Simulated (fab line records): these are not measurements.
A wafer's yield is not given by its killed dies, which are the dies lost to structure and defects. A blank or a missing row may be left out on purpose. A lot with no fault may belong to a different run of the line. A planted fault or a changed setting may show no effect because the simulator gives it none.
A struck lot beside a sound one	flow sky130	18 out of 708 route steps
Sound: wafers L596.1, L596.2, L596.4. The struck wafers were L604.2, L604.4, L604.5. The cause is given at the end.
Per side, at each step with rows, come the tool, then ch with its chambers, and then its first start. Under that, the readings that differ: sound wafers	struck wafers	difference of the means	sigmas: that difference in standard deviations of wafers without a fault.
alike: words and numbers the same on both sides, and readings whose means are apart by under 2 such deviations; not compared: readings that were withheld, readings missing a value for some wafer, numbers with overlapping values and no deviation given by the record, and bounds like >300 which may hide the same value.
Wherever a step has rows on one side only, a row that says differs or no value, or a row with sigmas, the two part there. Numbers that don't overlap but have no deviation are shown without sigmas and don't part them. Lack of a reading on every wafer of one side parts them only where that side has two or more wafers.

first, 5 steps without rows for these wafers: SKY_LDD_P_COAT_02 (resist thk 1140 nm); SKY_LDD_P_SOFTBAKE_03 (time 60 s); SKY_LDD_P_EXPOSE_04 (exposes mask PSDM, target cd 380 nm); SKY_LDD_P_PEB_05; SKY_LDD_P_DEVELOP_06 (develop time 60 s).
SKY_LDD_P_CD_MEAS_07: the cd target is 380 nm.
  sound: cdSem-01 at day 19 20:30; struck: cdSem-01 at day 22 12:04
  alike: cdNm
SKY_LDD_P_OVL_MEAS_08:
  sound: overlay-01 at day 19 20:37; struck: overlay-02 at day 22 12:11
  alike: LDD_P_OVL
then, 1 step without rows for these wafers: SKY_LDD_P_IMPLANT_09.
SKY_LDD_P_STRIP_10: strips in O2/N2.
  sound on plasmaAsher-02 ch 0,1, day 19 20:49; struck on plasmaAsher-02 ch 0,1, day 22 12:22
  alike: drypumpMotorCurrentA, oesProductAu, stripTimeToEndpointS
  not compared: rfHoursCounterH
SKY_LDD_P_TW_MEAS_11:
  sound: filmMetro-02 at day 19 20:55; struck: filmMetro-02 at day 22 12:28
  alike: LDD_P_TW
then, 2 steps without rows for these wafers: SKY_LDD_HVN_DEHYDRATE_00 (time 60 s); SKY_LDD_HVN_HMDS_01 (prime time 60 s).
SKY_LDD_HVN_COAT_02: resist thk 300 nm.
  sound on lithoTrack-02 ch 0, day 20 12:16; struck on lithoTrack-02 ch 0, day 23 04:05
reading	sound	struck	difference	sigmas
spinSpeedRpm (rpm)	2997.7 2998.3 3000.6	3063.1 3061.6 3059.1	+62.4	+28
model.NOVOLAK_of_LDD_HVN_COAT_02.thkNm (nm)	300.6 301.3 301.3	298 296.9 297.5	-4	
  alike: chillPlateTempC
then, 3 steps without rows for these wafers: SKY_LDD_HVN_SOFTBAKE_03 (time 60 s); SKY_LDD_HVN_EXPOSE_04 (exposes mask HVNTM, target cd 700 nm); SKY_LDD_HVN_PEB_05.
SKY_LDD_HVN_DEVELOP_06: develop time 60 s.
  sound on lithoTrack-03 ch 0, day 21 03:17; struck on lithoTrack-03 ch 0, day 23 18:52
reading	sound	struck	difference	sigmas
model.NOVOLAK_of_LDD_HVN_COAT_02.thkNm (nm)	300.2 300.9 300.9	297.5 296.5 297.1	-3.6	
  alike: chillPlateTempC
SKY_LDD_HVN_OVL_MEAS_07:
  sound: overlay-02 at day 21 03:26; struck: overlay-02 at day 23 19:00
  alike: LDD_HVN_OVL

== WHERE THEY PART ==
SKY_LDD_HVN_COAT_02 only, going by this record. Later steps at which nothing parts them and some readings are alike: SKY_LDD_HVN_DEVELOP_06, SKY_LDD_HVN_OVL_MEAS_07.

WHY: whatever the simulator had introduced
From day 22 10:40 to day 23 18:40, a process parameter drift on lithoTrack-02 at SKY_LDD_HVN_COAT_02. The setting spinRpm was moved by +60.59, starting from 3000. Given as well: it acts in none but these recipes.
